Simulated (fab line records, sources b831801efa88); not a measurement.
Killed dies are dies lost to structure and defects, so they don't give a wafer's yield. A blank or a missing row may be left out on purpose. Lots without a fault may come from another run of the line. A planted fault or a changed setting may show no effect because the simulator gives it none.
Chamber matching | flow gf180mcu | GF_CONTACT_CMP_27 on cmp-01: 4 sister chambers
The step polishes, stops on SiO2, t overpolish 15 s, target thk 0 nm. 4 wafers are shown with their chamber, then 9 later ones without.

WAFERS WITH THEIR CHAMBER
wafer  | chamber | time_to_endpoint_s (s)
L254.4 | 3       | 66.8
L265.2 | 0       | 74.3
L268.1 | 1       | 79.1
L268.5 | 2       | 76.4

WAFERS WITHOUT THEIR CHAMBER
wafer  | time_to_endpoint_s (s)
L272.3 | 75.3
L272.4 | 72.1
L272.6 | 73.6
L273.2 | 75.9
L273.4 | 70.0
L273.6 | 74.7
L274.2 | 71.0
L274.5 | 68.0
L274.6 | 75.5

WHICH CHAMBER EACH WENT THROUGH
wafer  | from the rows above          | in truth
L272.3 | can't be placed: 0 or 2 or 1 | 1
L272.4 | can't be placed: 0 or 2 or 3 | 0
L272.6 | can't be placed: 0 or 2      | 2
L273.2 | can't be placed: 2 or 0 or 1 | 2
L273.4 | can't be placed: 3 or 0 or 2 | 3
L273.6 | can't be placed: 0 or 2      | 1
L274.2 | can't be placed: 0 or 3 or 2 | 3
L274.5 | 3                            | 3
L274.6 | can't be placed: 2 or 0 or 1 | 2
Placed correctly: 1 of 9. Can't be placed from these rows: 8 (the true chamber is among the candidates in 7). Placed wrongly: 0.
How it was worked out, from the rows above alone: a wafer's distance from a chamber is the root of the sum, over the readings, of the square of ((its reading less the chamber's mean) divided by the reading's scatter). The wafer belongs to the nearest chamber; if the next one is less than 2 further off, it can't be placed. A chamber's mean is the mean of its shown wafers. The scatter: with one shown wafer a chamber, the root of the mean of the squares of how far each hidden wafer lies from its nearest shown one.
